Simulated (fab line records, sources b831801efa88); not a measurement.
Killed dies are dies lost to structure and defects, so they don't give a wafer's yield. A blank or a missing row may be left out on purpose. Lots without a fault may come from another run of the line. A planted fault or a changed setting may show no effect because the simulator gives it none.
fab line records | flow gf180mcu
record lots=24 wafers=72 last_day=34
route steps=602 shown CONTACT@304 V1@352 M2@378 M3@425 V3@430 MIM@507
lots that met no fault: from a run of the same line without faults
start_h: hours from the record's first day to the start of the lot's first wafer shown | wait_h: hours since the lot's step before | " the same as in the row above | L1.1+2: a row that stands for several wafers | - no value, or no start given | * or withheld: withheld | < > ~ a bound
route shown NAME@n: a module of which the file shows steps, and the number in the route of the first | usual: mean/standard deviation of fault-free wafers | same: alike in all rows | chamber/n: place in a boat | sites: the reading at each site | _std_site: their standard deviation | _edge_site: outer sites' mean less inner sites' | radius_mm: how far each site lies from the wafer's centre | mask NAME#n: copy n | behind: the tool/chamber that last shaped the wafer | hold: why the lot was held/for how many hours/how that ended | device: the transistor (n, p or np) that didn't switch | end of line: the same wafers' tests at the end of the route | a step without rows: its recipe alone | killed: dies lost to structure and defects at the first sort, not the wafer's yield | map: a wafer's dies, x killed, . not, _ none there
set.NAME: the setting as run; set.NAME@STEP: as run at that earlier step | model.NAME: the simulator's own value behind a step, which no gauge read
steps of the route over a sample of lots; a table a step, a row a wafer
services: from which hour (start_h, from the record's first day; less than 0 if before it) a tool's chamber was out of use, for how many hours, and why
## steps
# step GF_CONTACT_ETCH_17
# recipe chemistry=C4F8/O2/Ar mask_material=KrF target=SiO2 stop_on=CoSi2 source_w=1500 bias_w=1200 pressure_mtorr=40 c4f8_flow_sccm=withheld O2_flow_sccm=6 Ar_flow_sccm=300 time_s=withheld target_depth_a=8600
# usual chamber_pressure_mTorr=40.00/0.035 oes_product_au=0.814/0.0051 rf_fwd_power_W=1496/5.3
# columns lot.wafer tool chamber start_h wait_h chamber_pressure_mTorr oes_product_au rf_fwd_power_W
L074.3 rie_diel-04 3 - - 39.99 0.804 1494
L074.4 " 2 " " 40.00 0.816 1497
L074.5 " 2 " " 39.94 0.815 1492
L075.4 rie_diel-01 3 - - 39.96 0.810 1491
L075.5 " 0 " " 39.98 0.815 1488
L075.6 " 3 " " 39.96 0.809 1499
L076.1 rie_diel-01 1 - - 39.94 0.808 1493
L076.2 " 3 " " 40.01 0.810 1493
L076.4 " 2 " " 40.03 0.815 1492
L077.3 rie_diel-04 3 - - 40.00 0.817 1500
L077.4 " 2 " " 40.01 0.819 1497
L077.5 " 0 " " 40.02 0.813 1497
L078.3 rie_diel-02 1 - - 40.03 0.818 1496
L078.4 " 0 " " 40.01 0.808 1502
L078.6 " 1 " " 39.98 0.816 1490
L079.1 rie_diel-01 3 - - 40.04 0.809 1490
L079.4 " 2 " " 39.97 0.816 1502
L079.5 " 3 " " 39.97 0.813 1492
L080.1 rie_diel-04 3 - - 39.96 0.810 1488
L080.2 " 2 " " 40.00 0.818 1490
L080.3 " 0 " " 39.98 0.819 1502
L081.2 rie_diel-04 2 - - 39.99 0.814 1497
L081.4 " 0 " " 40.01 0.813 1493
L081.5 " 0 " " 40.02 0.810 1492
L082.1 rie_diel-01 3 - - 40.03 0.811 1494
L082.2 " 2 " " 40.02 0.808 1493
L082.5 " 0 " " 40.02 0.807 1497
L083.1 rie_diel-04 2 - - 39.98 0.817 1491
L083.2 " 0 " " 40.02 0.814 1496
L083.3 " 1 " " 40.02 0.819 1504
L084.4 rie_diel-02 1 - - 40.02 0.809 1489
L084.5 " 3 " " 39.99 0.807 1494
L084.6 " 0 " " 39.94 0.808 1498
L085.2 rie_diel-01 2 - - 39.96 0.808 1497
L085.4 " 0 " " 40.00 0.817 1485
L085.6 " 1 " " 40.00 0.821 1498
L086.2 rie_diel-02 2 - - 40.02 0.818 1507
L086.3 " 3 " " 40.01 0.816 1505
L086.4 " 0 " " 39.97 0.805 1495
L087.4 rie_diel-01 3 - - 40.02 0.801 1492
L087.5 " 1 " " 39.98 0.813 1493
L087.6 " 0 " " 39.95 0.823 1498
L088.1 rie_diel-02 0 - - 39.93 0.813 1503
L088.4 " 0 " " 40.03 0.820 1494
L088.6 " 1 " " 39.97 0.818 1495
L089.3 rie_diel-01 0 - - 39.96 0.813 1496
L089.4 " 3 " " 40.03 0.805 1513
L089.5 " 1 " " 40.03 0.812 1492
L090.4 rie_diel-02 0 - - 40.02 0.821 1494
L090.5 " 2 " " 39.97 0.804 1494
L090.6 " 3 " " 39.98 0.812 1498
L091.4 rie_diel-04 3 - - 39.99 0.816 1492
L091.5 " 2 " " 40.01 0.814 1489
L091.6 " 1 " " 40.01 0.821 1484
L092.2 rie_diel-04 2 - - 39.96 0.819 1503
L092.5 " 2 " " 40.03 0.817 1496
L092.6 " 3 " " 40.04 0.823 1496
L093.1 rie_diel-02 1 - - 40.01 0.814 1496
L093.3 " 2 " " 39.99 0.815 1498
L093.6 " 0 " " 39.98 0.819 1493
L094.2 rie_diel-01 0 - - 39.92 0.819 1493
L094.3 " 1 " " 40.00 0.807 1492
L094.6 " 3 " " 39.98 0.821 1499
L095.2 rie_diel-02 2 - - 40.00 0.816 1502
L095.4 " 1 " " 40.03 0.815 1495
L095.5 " 3 " " 40.02 0.820 1500
L096.3 rie_diel-04 0 - - 40.05 0.820 1498
L096.4 " 0 " " 40.03 0.824 1501
L096.6 " 2 " " 40.02 0.819 1496
L097.4 rie_diel-01 0 - - 40.00 0.805 1495
L097.5 " 2 " " 40.06 0.812 1503
L097.6 " 3 " " 39.95 0.824 1485
# step GF_V1_ETCH_17
# recipe chemistry=C4F8/O2/Ar mask_material=KrF target=SiO2 stop_on=TiN source_w=1500 bias_w=1200 pressure_mtorr=40 c4f8_flow_sccm=withheld O2_flow_sccm=6 Ar_flow_sccm=300 time_s=withheld target_depth_a=6300
# usual chamber_pressure_mTorr=40.00/0.038 oes_product_au=0.856/0.0044 rf_fwd_power_W=1494/4.7
# columns lot.wafer tool chamber start_h wait_h chamber_pressure_mTorr oes_product_au rf_fwd_power_W
L074.3 rie_diel-03 3 - - 40.01 0.852 1494
L074.4 " 0 " " 39.96 0.857 1491
L074.5 " 2 " " 40.07 0.845 1491
L075.4 rie_diel-01 0 - - 39.95 0.852 1491
L075.5 " 0 " " 40.00 0.858 1493
L075.6 " 3 " " 40.01 0.857 1492
L076.1 rie_diel-03 3 - - 39.96 0.855 1489
L076.2 " 2 " " 39.92 0.851 1502
L076.4 " 1 " " 40.07 0.857 1504
L077.3 rie_diel-01 1 - - 39.97 0.853 1492
L077.4 " 0 " " 40.01 0.859 1483
L077.5 " 3 " " 40.02 0.848 1490
L078.3 rie_diel-01 2 - - 39.95 0.857 1499
L078.4 " 1 " " 40.09 0.869 1493
L078.6 " 0 " " 39.99 0.855 1492
L079.1 rie_diel-04 2 - - 39.99 0.859 1488
L079.4 " 2 " " 39.96 0.862 1492
L079.5 " 0 " " 40.03 0.853 1497
L080.1 rie_diel-04 2 - - 40.03 0.853 1492
L080.2 " 0 " " 39.99 0.855 1496
L080.3 " 1 " " 39.96 0.855 1491
L081.2 rie_diel-03 3 - - 40.07 0.866 1499
L081.4 " 1 " " 39.99 0.854 1499
L081.5 " 2 " " 39.97 0.865 1507
L082.1 rie_diel-01 0 - - 40.11 0.865 1490
L082.2 " 1 " " 39.95 0.865 1495
L082.5 " 2 " " 39.97 0.858 1501
L083.1 rie_diel-03 1 - - 40.01 0.854 1492
L083.2 " 3 " " 40.00 0.854 1488
L083.3 " 2 " " 40.05 0.859 1489
L084.4 rie_diel-04 1 - - 39.98 0.850 1493
L084.5 " 1 " " 40.01 0.851 1492
L084.6 " 2 " " 40.01 0.860 1491
L085.2 rie_diel-01 0 - - 39.99 0.861 1495
L085.4 " 1 " " 40.02 0.853 1493
L085.6 " 3 " " 39.92 0.847 1491
L086.2 rie_diel-04 3 - - 39.95 0.852 1486
L086.3 " 1 " " 39.94 0.855 1494
L086.4 " 0 " " 40.06 0.852 1487
L087.4 rie_diel-01 0 - - 39.99 0.861 1490
L087.5 " 0 " " 40.01 0.850 1498
L087.6 " 1 " " 39.96 0.851 1500
L088.1 rie_diel-04 2 - - 40.02 0.856 1493
L088.4 " 2 " " 40.02 0.854 1496
L088.6 " 0 " " 39.99 0.854 1493
L089.3 rie_diel-04 3 - - 40.02 0.853 1497
L089.4 " 2 " " 40.02 0.855 1489
L089.5 " 0 " " 39.99 0.857 1498
L090.4 rie_diel-01 3 - - 39.99 0.851 1491
L090.5 " 3 " " 39.95 0.863 1498
L090.6 " 2 " " 40.00 0.853 1493
L091.4 rie_diel-03 2 - - 40.03 0.859 1497
L091.5 " 1 " " 40.01 0.857 1494
L091.6 " 2 " " 39.99 0.857 1492
L092.2 rie_diel-01 2 - - 40.06 0.854 1497
L092.5 " 0 " " 39.96 0.861 1492
L092.6 " 3 " " 39.99 0.853 1495
L093.1 rie_diel-03 1 - - 40.04 0.849 1493
L093.3 " 1 " " 40.03 0.854 1485
L093.6 " 1 " " 39.99 0.862 1493
L094.2 rie_diel-03 0 - - 39.99 0.855 1496
L094.3 " 1 " " 40.02 0.854 1503
L094.6 " 1 " " 40.00 0.860 1502
L095.2 rie_diel-03 0 - - 39.96 0.858 1499
L095.4 " 3 " " 40.03 0.859 1492
L095.5 " 2 " " 39.95 0.864 1497
L096.3 rie_diel-04 1 - - 40.01 0.857 1495
L096.4 " 0 " " 40.01 0.845 1496
L096.6 " 1 " " 40.03 0.854 1491
L097.4 rie_diel-01 2 - - 39.97 0.855 1499
L097.5 " 2 " " 40.04 0.863 1501
L097.6 " 1 " " 40.03 0.864 1495
# step GF_M2_METAL_ETCH_16
# recipe chemistry=Cl2/BCl3 mask_material=KrF target_depth_nm=750.8 stop_on=SiO2 pressure_mtorr=8 icp_w=800 bias_w=140 Cl2_flow_sccm=80 bcl3_flow_sccm=40 time_s=125.1
# usual chamber_pressure_mTorr=8.000/0.0068 drypump_motor_current_A=5.7/0.69 oes_product_au=0.988/0.007 rf_fwd_power_W=795.9/2.5 throttle_valve_pct=28.232/0.011
# columns lot.wafer tool chamber start_h wait_h chamber_pressure_mTorr drypump_motor_current_A oes_product_au rf_fwd_power_W rf_hours_counter_h throttle_valve_pct
L074.3 rie_metal-02 1 441.72 0.1 8.007 4.7 0.994 796.7 - 28.232
L074.4 " 0 " " 8.009 5.1 0.988 796.6 - 28.236
L074.5 " 1 " " 7.996 4.7 0.988 797.5 - 28.240
L075.4 rie_metal-01 0 446.53 0.1 7.990 6.6 0.987 797.5 - 28.249
L075.5 " 0 " " 7.999 6.5 0.988 799.7 - 28.231
L075.6 " 1 " " 8.007 6.4 0.990 796.0 - 28.242
L076.1 rie_metal-02 0 457.69 0.0 7.996 5.1 0.986 794.1 12 28.236
L076.2 " 1 " " 7.996 4.7 0.998 795.1 11 28.236
L076.4 " 0 " " 7.996 5.0 0.982 796.8 - 28.229
L077.3 rie_metal-02 0 466.25 0.1 8.013 5.1 0.972 798.9 - 28.244
L077.4 " 1 " " 8.009 4.8 0.991 795.5 - 28.226
L077.5 " 1 " " 8.002 4.8 0.993 795.5 - 28.224
L078.3 rie_metal-04 1 474.50 0.1 7.992 5.7 0.992 797.2 - 28.231
L078.4 " 0 " " 8.006 5.5 0.987 795.2 - 28.240
L078.6 " 1 " " 8.001 5.7 0.987 796.5 - 28.254
L079.1 rie_metal-02 0 478.74 0.0 8.005 5.1 0.976 797.1 13 28.251
L079.4 " 0 " " 7.993 5.1 0.976 794.4 - 28.229
L079.5 " 1 " " 7.996 4.7 0.995 792.9 - 28.226
L080.1 rie_metal-04 0 494.22 0.0 7.999 5.5 0.991 795.3 13 28.241
L080.2 " 1 " " 7.995 5.7 0.994 798.7 10 28.230
L080.3 " 1 " " 8.004 5.7 0.991 797.6 - 28.227
L081.2 rie_metal-01 1 502.48 0.0 8.009 6.4 0.997 795.2 3 28.237
L081.4 " 1 " " 8.007 6.4 0.996 794.1 - 28.233
L081.5 " 0 " " 7.999 6.6 0.981 796.1 - 28.233
L082.1 rie_metal-01 0 513.54 0.0 7.994 6.5 0.981 795.9 11 28.246
L082.2 " 1 " " 7.992 6.4 0.995 793.9 3 28.219
L082.5 " 1 " " 8.013 6.4 0.982 792.9 - 28.232
L083.1 rie_metal-01 0 516.91 0.0 8.008 6.5 0.990 793.2 11 28.234
L083.2 " 1 " " 8.008 6.4 0.993 793.5 3 28.216
L083.3 " 1 " " 7.997 6.4 0.999 793.9 - 28.243
L084.4 rie_metal-02 0 536.08 0.1 7.992 5.1 0.975 795.5 - 28.250
L084.5 " 0 " " 7.998 5.1 0.971 793.6 - 28.238
L084.6 " 1 " " 7.998 4.8 0.988 791.3 - 28.224
L085.2 rie_metal-02 0 540.84 0.0 7.999 5.1 0.976 798.3 0 28.246
L085.4 " 1 " " 7.992 4.8 0.987 796.5 - 28.244
L085.6 " 0 " " 8.017 5.1 0.973 793.5 - 28.250
L086.2 rie_metal-01 0 550.43 0.0 8.007 6.5 0.994 793.6 12 28.229
L086.3 " 1 " " 8.002 6.4 0.994 799.3 - 28.233
L086.4 " 0 " " 7.987 6.6 0.994 795.7 - 28.225
L087.4 rie_metal-04 1 556.89 0.1 8.004 5.7 0.980 795.3 - 28.229
L087.5 " 1 " " 7.995 5.7 0.995 794.6 - 28.227
L087.6 " 1 " " 8.005 5.7 0.994 795.6 - 28.233
L088.1 rie_metal-01 0 568.96 0.0 8.006 6.6 0.990 798.2 13 28.229
L088.4 " 0 " " 8.004 6.5 0.983 794.6 - 28.223
L088.6 " 0 " " 7.993 6.6 0.985 800.7 - 28.223
L089.3 rie_metal-04 0 577.10 0.1 7.999 5.5 0.987 801.5 - 28.233
L089.4 " 1 " " 8.002 5.7 1.004 798.6 - 28.225
L089.5 " 0 " " 7.998 5.5 0.990 797.2 - 28.221
L090.4 rie_metal-02 0 581.89 0.1 7.998 5.1 0.990 795.0 - 28.231
L090.5 " 0 " " 8.012 5.1 0.989 798.8 - 28.228
L090.6 " 0 " " 8.006 5.1 0.989 800.0 - 28.218
L091.4 rie_metal-02 0 584.14 0.1 7.989 5.1 0.980 797.1 - 28.239
L091.5 " 0 " " 7.997 5.1 0.993 793.7 - 28.253
L091.6 " 0 " " 8.010 5.1 0.988 795.8 - 28.250
L092.2 rie_metal-01 1 592.61 0.0 8.003 6.4 1.002 793.4 5 28.212
L092.5 " 1 " " 7.980 6.4 0.997 790.0 - 28.211
L092.6 " 0 " " 7.994 6.5 0.984 795.5 - 28.239
L093.1 rie_metal-04 1 597.53 0.0 7.994 5.7 0.978 795.6 14 28.228
L093.3 " 1 " " 8.008 5.7 0.991 796.3 - 28.232
L093.6 " 1 " " 7.994 5.7 0.994 794.3 - 28.229
L094.2 rie_metal-01 1 603.44 0.0 8.000 6.4 0.996 796.6 6 28.221
L094.3 " 1 " " 8.010 6.4 0.983 797.6 - 28.223
L094.6 " 0 " " 7.998 6.6 0.988 793.5 - 28.231
L095.2 rie_metal-01 1 612.69 0.0 8.005 6.4 0.989 797.2 6 28.223
L095.4 " 1 " " 8.013 6.4 0.994 797.0 - 28.233
L095.5 " 0 " " 7.991 6.5 0.988 796.1 - 28.230
L096.3 rie_metal-02 1 618.20 0.1 8.000 4.8 0.987 794.5 - 28.208
L096.4 " 0 " " 8.006 5.1 0.983 800.0 - 28.221
L096.6 " 1 " " 8.013 4.8 0.988 790.1 - 28.231
L097.4 rie_metal-01 1 627.70 0.1 8.010 6.4 0.993 795.9 - 28.232
L097.5 " 1 " " 8.012 6.4 0.983 795.5 - 28.217
L097.6 " 0 " " 7.998 6.6 0.989 793.4 - 28.237
# step GF_M3_METAL_ETCH_16
# recipe chemistry=Cl2/BCl3 mask_material=KrF target_depth_nm=750.8 stop_on=SiO2 pressure_mtorr=8 icp_w=800 bias_w=140 Cl2_flow_sccm=80 bcl3_flow_sccm=40 time_s=125.1
# usual chamber_pressure_mTorr=7.999/0.0065 drypump_motor_current_A=5.4/0.4 oes_product_au=0.988/0.0071 rf_fwd_power_W=796.7/2.3 throttle_valve_pct=28.233/0.011
# columns lot.wafer tool chamber start_h wait_h chamber_pressure_mTorr drypump_motor_current_A oes_product_au rf_fwd_power_W rf_hours_counter_h throttle_valve_pct
L074.3 rie_metal-03 1 493.18 0.1 8.004 5.7 0.991 797.0 - 28.227
L074.4 " 0 " " 8.006 5.8 0.984 799.4 - 28.226
L074.5 " 0 " " 7.988 5.8 0.987 796.2 - 28.258
L075.4 rie_metal-03 0 498.54 0.1 7.993 5.8 0.985 796.0 - 28.234
L075.5 " 1 " " 7.997 5.7 0.991 792.7 - 28.240
L075.6 " 0 " " 8.009 5.8 0.979 797.6 - 28.253
L076.1 rie_metal-02 1 508.73 0.0 7.998 4.7 0.992 796.3 12 28.223
L076.2 " 1 " " 7.985 4.8 0.991 796.4 - 28.232
L076.4 " 1 " " 8.001 4.7 0.992 793.2 - 28.211
L077.3 rie_metal-04 1 516.18 0.1 8.001 5.7 0.999 797.3 - 28.208
L077.4 " 0 " " 7.998 5.5 0.985 796.4 - 28.212
L077.5 " 0 " " 7.997 5.5 0.993 798.9 - 28.212
L078.3 rie_metal-04 0 524.78 0.1 7.998 5.6 0.998 798.7 - 28.227
L078.4 " 1 " " 7.992 5.7 0.989 799.3 - 28.222
L078.6 " 0 " " 8.000 5.6 0.982 792.9 - 28.244
L079.1 rie_metal-02 0 528.63 0.0 8.000 5.1 0.995 794.6 0 28.235
L079.4 " 1 " " 7.991 4.7 0.987 794.1 - 28.226
L079.5 " 1 " " 8.005 4.8 0.992 796.7 - 28.222
L080.1 rie_metal-02 0 544.64 0.0 7.988 5.1 0.980 797.3 0 28.250
L080.2 " 1 " " 7.998 4.7 0.993 795.2 13 28.232
L080.3 " 1 " " 7.994 4.7 0.990 795.9 - 28.233
L081.2 rie_metal-04 1 551.18 0.1 7.999 5.7 0.994 793.8 - 28.242
L081.4 " 1 " " 7.989 5.7 0.992 796.8 - 28.230
L081.5 " 1 " " 7.996 5.7 0.999 797.2 - 28.235
L082.1 rie_metal-03 0 562.14 0.0 8.004 5.9 0.974 794.8 8 28.238
L082.2 " 1 " " 7.990 5.7 1.000 797.1 5 28.225
L082.5 " 1 " " 7.994 5.7 0.984 794.7 - 28.223
L083.1 rie_metal-04 1 564.69 0.0 7.993 5.7 0.994 799.0 13 28.235
L083.2 " 1 " " 7.999 5.7 0.981 798.0 - 28.218
L083.3 " 1 " " 8.008 5.7 0.986 797.0 - 28.237
L084.4 rie_metal-03 0 583.48 0.1 8.003 5.8 0.979 797.0 - 28.234
L084.5 " 1 " " 7.986 5.7 0.993 798.1 - 28.235
L084.6 " 0 " " 8.001 5.8 0.978 796.0 - 28.228
L085.2 rie_metal-04 0 587.99 0.0 7.998 5.6 0.987 794.7 0 28.240
L085.4 " 0 " " 7.993 5.5 0.989 799.7 - 28.220
L085.6 " 0 " " 8.006 5.6 0.980 801.5 - 28.239
L086.2 rie_metal-02 0 596.87 0.1 8.000 5.1 0.983 797.6 - 28.239
L086.3 " 0 " " 7.991 5.1 0.987 796.6 - 28.233
L086.4 " 0 " " 7.984 5.1 0.985 803.2 - 28.226
L087.4 rie_metal-03 1 602.22 0.1 8.003 5.7 0.992 795.5 - 28.222
L087.5 " 1 " " 7.998 5.7 0.984 794.5 - 28.226
L087.6 " 0 " " 7.997 5.8 0.986 797.3 - 28.250
L088.1 rie_metal-02 1 614.69 0.0 7.995 4.7 0.988 791.4 0 28.227
L088.4 " 0 " " 7.999 5.1 0.973 798.6 - 28.235
L088.6 " 1 " " 8.007 4.8 0.987 791.2 - 28.241
L089.3 rie_metal-04 0 622.33 0.1 8.023 5.5 0.999 798.4 - 28.218
L089.4 " 1 " " 8.004 5.7 0.992 798.8 - 28.240
L089.5 " 0 " " 7.995 5.5 0.991 797.8 - 28.225
L090.4 rie_metal-04 0 626.48 0.1 7.994 5.5 0.985 793.5 - 28.257
L090.5 " 0 " " 8.014 5.5 0.985 797.4 - 28.223
L090.6 " 1 " " 8.005 5.7 0.985 797.9 - 28.238
L091.4 rie_metal-03 1 629.58 0.1 7.986 5.7 0.990 797.3 - 28.219
L091.5 " 1 " " 7.999 5.7 0.990 802.8 - 28.236
L091.6 " 0 " " 7.998 5.8 0.976 791.7 - 28.233
L092.2 rie_metal-02 1 637.24 0.0 7.994 4.7 0.993 796.9 1 28.227
L092.5 " 1 " " 8.002 4.8 0.988 797.0 - 28.223
L092.6 " 0 " " 8.000 5.1 0.987 794.9 - 28.234
L093.1 rie_metal-04 0 641.64 0.0 7.993 5.5 0.990 796.1 3 28.232
L093.3 " 0 " " 8.002 5.5 0.991 796.1 - 28.257
L093.6 " 0 " " 8.004 5.5 0.979 797.5 - 28.233
L094.2 rie_metal-02 1 647.34 0.0 7.991 4.7 0.997 792.7 2 28.215
L094.3 " 1 " " 8.010 4.7 0.993 795.4 - 28.238
L094.6 " 0 " " 7.995 5.1 0.984 800.8 - 28.245
L095.2 rie_metal-02 1 655.53 0.0 8.007 4.7 0.987 795.8 2 28.231
L095.4 " 0 " " 8.000 5.0 0.977 795.8 - 28.248
L095.5 " 1 " " 8.009 4.8 0.994 796.7 - 28.228
L096.3 rie_metal-02 1 661.07 0.1 7.984 4.7 0.992 799.2 - 28.225
L096.4 " 0 " " 8.003 5.1 0.970 796.8 - 28.239
L096.6 " 0 " " 7.993 5.1 0.967 797.6 - 28.263
L097.4 rie_metal-02 0 670.95 0.1 7.997 5.1 0.974 797.6 - 28.253
L097.5 " 1 " " 8.007 4.7 0.986 800.2 - 28.231
L097.6 " 0 " " 7.999 5.1 0.979 797.4 - 28.239
# step GF_V3_THK_MEAS_01
# recipe reads=SiO2_of_V3_CVD_00
# usual V3_CVD_00_THK=603/5.1
# columns lot.wafer tool chamber start_h wait_h V3_CVD_00_THK[nm]
L074.3 film_metro-03 - 493.90 0.1 593
L074.4 " - " " 593
L074.5 " - " " 596
L075.4 film_metro-01 - 499.29 0.0 603
L075.5 " - " " 606
L075.6 " - " " 600
L076.1 film_metro-04 - 509.59 0.0 609
L076.2 " - " " 600
L076.4 " - " " 605
L077.3 film_metro-03 - 516.89 0.1 594
L077.4 " - " " 602
L077.5 " - " " 599
L078.3 film_metro-04 - 525.49 0.1 609
L078.4 " - " " 610
L078.6 " - " " 604
L079.1 film_metro-04 - 529.36 0.0 604
L079.4 " - " " 604
L079.5 " - " " 606
L080.1 film_metro-03 - 545.40 0.0 600
L080.2 " - " " 605
L080.3 " - " " 600
L081.2 film_metro-01 - 552.02 0.0 597
L081.4 " - " " 597
L081.5 " - " " 598
L082.1 film_metro-04 - 562.89 0.0 611
L082.2 " - " " 607
L082.5 " - " " 610
L083.1 film_metro-04 - 565.57 0.0 598
L083.2 " - " " 592
L083.3 " - " " 604
L084.4 film_metro-03 - 584.20 0.0 608
L084.5 " - " " 605
L084.6 " - " " 597
L085.2 film_metro-04 - 588.74 0.0 604
L085.4 " - " " 605
L085.6 " - " " 600
L086.2 film_metro-01 - 597.73 0.0 614
L086.3 " - " " 613
L086.4 " - " " 606
L087.4 film_metro-01 - 602.94 0.0 604
L087.5 " - " " 607
L087.6 " - " " 607
L088.1 film_metro-03 - 615.43 0.0 601
L088.4 " - " " 609
L088.6 " - " " 605
L089.3 film_metro-04 - 623.07 0.1 609
L089.4 " - " " 604
L089.5 " - " " 605
L090.4 film_metro-04 - 627.21 0.0 593
L090.5 " - " " 603
L090.6 " - " " 598
L091.4 film_metro-01 - 630.30 0.0 599
L091.5 " - " " 602
L091.6 " - " " 605
L092.2 film_metro-04 - 637.99 0.0 598
L092.5 " - " " 604
L092.6 " - " " 597
L093.1 film_metro-04 - 642.57 0.1 601
L093.3 " - " " 604
L093.6 " - " " 608
L094.2 film_metro-03 - 648.09 0.0 599
L094.3 " - " " 605
L094.6 " - " " 607
L095.2 film_metro-03 - 656.30 0.0 601
L095.4 " - " " 595
L095.5 " - " " 602
L096.3 film_metro-03 - 661.78 0.1 599
L096.4 " - " " 599
L096.6 " - " " 606
L097.4 film_metro-04 - 671.68 0.0 600
L097.5 " - " " 594
L097.6 " - " " 605
# step GF_MIM_SPUTTER_04
# recipe material=TiN target_thk_nm=50 power_w=6500 time_s=43.03 chamber_pressure_pa=0.4
# usual throttle_valve_pct=29.7/0.91
# columns lot.wafer tool chamber start_h wait_h throttle_valve_pct
L074.3 pvd_sputter-03 - 569.43 0.0 27.3
L074.4 " - " " 30.7
L074.5 " - " " 27.6
L075.4 pvd_sputter-03 - 573.01 0.0 28.9
L075.5 " - " " 27.4
L075.6 " - " " 30.6
L076.1 pvd_sputter-02 - 583.67 0.0 29.1
L076.2 " - " " 30.8
L076.4 " - " " 30.2
L077.3 pvd_sputter-03 - 588.60 0.0 29.0
L077.4 " - " " 29.1
L077.5 " - " " 30.8
L078.3 pvd_sputter-01 - 596.95 0.0 29.6
L078.4 " - " " 29.6
L078.6 " - " " 29.4
L079.1 pvd_sputter-02 - 599.77 0.0 30.1
L079.4 " - " " 29.7
L079.5 " - " " 30.5
L080.1 pvd_sputter-03 - 615.42 0.0 30.7
L080.2 " - " " 27.3
L080.3 " - " " 28.9
L081.2 pvd_sputter-01 - 621.88 0.0 30.3
L081.4 " - " " 29.3
L081.5 " - " " 29.8
L082.1 pvd_sputter-02 - 634.44 0.0 30.6
L082.2 " - " " 29.7
L082.5 " - " " 29.9
L083.1 pvd_sputter-03 - 634.79 0.0 27.4
L083.2 " - " " 28.9
L083.3 " - " " 30.5
L084.4 pvd_sputter-03 - 651.59 0.0 29.1
L084.5 " - " " 27.4
L084.6 " - " " 29.0
L085.2 pvd_sputter-02 - 654.91 0.0 29.7
L085.4 " - " " 30.7
L085.6 " - " " 30.0
L086.2 pvd_sputter-02 - 664.23 0.0 29.8
L086.3 " - " " 29.7
L086.4 " - " " 30.8
L087.4 pvd_sputter-02 - 668.46 0.0 30.4
L087.5 " - " " 29.8
L087.6 " - " " 30.8
L088.1 pvd_sputter-01 - 680.25 0.0 30.0
L088.4 " - " " 29.7
L088.6 " - " " 29.9
L089.3 pvd_sputter-03 - 686.90 0.0 29.0
L089.4 " - " " 30.6
L089.5 " - " " 27.4
L090.4 pvd_sputter-02 - 691.27 0.0 29.3
L090.5 " - " " 31.0
L090.6 " - " " 29.7
L091.4 pvd_sputter-02 - 694.18 0.0 30.7
L091.5 " - " " 29.8
L091.6 " - " " 30.8
L092.2 pvd_sputter-02 - 701.32 0.0 29.2
L092.5 " - " " 30.6
L092.6 " - " " 30.0
L093.1 pvd_sputter-01 - 705.96 0.0 29.8
L093.3 " - " " 30.1
L093.6 " - " " 30.2
L094.2 pvd_sputter-02 - 709.96 0.0 29.9
L094.3 " - " " 29.2
L094.6 " - " " 29.1
L095.2 pvd_sputter-02 - 717.50 0.0 29.4
L095.4 " - " " 29.8
L095.5 " - " " 29.2
L096.3 pvd_sputter-02 - 723.22 0.0 29.7
L096.4 " - " " 30.7
L096.6 " - " " 30.0
L097.4 pvd_sputter-02 - 731.40 0.0 29.9
L097.5 " - " " 31.0
L097.6 " - " " 29.9
## services
# columns tool chamber start_h hours kind
rie_metal-01 0 356.51 7.0 repair
rie_metal-04 - 398.03 1.4 pm
rie_diel-04 1 405.62 2.5 repair
rie_diel-04 - 443.50 1.6 repair
rie_diel-04 0 449.56 2.7 repair
rie_diel-04 1 450.11 7.6 repair
rie_diel-04 2 473.74 5.1 repair
rie_diel-01 - 491.99 1.6 repair
rie_diel-04 - 507.60 2.8 pm
pvd_sputter-02 - 529.13 2.0 repair
rie_metal-02 0 537.22 1.1 repair
rie_diel-04 - 546.64 0.4 repair
rie_diel-04 3 559.70 13.9 repair
rie_diel-01 0 583.08 9.2 repair
pvd_sputter-02 - 601.64 1.7 repair
rie_diel-01 1 609.34 13.1 repair
rie_metal-02 - 611.33 1.0 repair
rie_metal-02 - 611.74 0.8 repair
rie_metal-04 1 634.00 2.6 repair
rie_diel-04 - 688.56 1.9 repair
rie_diel-01 0 693.05 6.5 repair
rie_diel-04 0 706.12 5.2 repair
rie_diel-01 0 723.50 10.9 repair
rie_diel-01 - 727.11 0.1 repair
## key
fault none
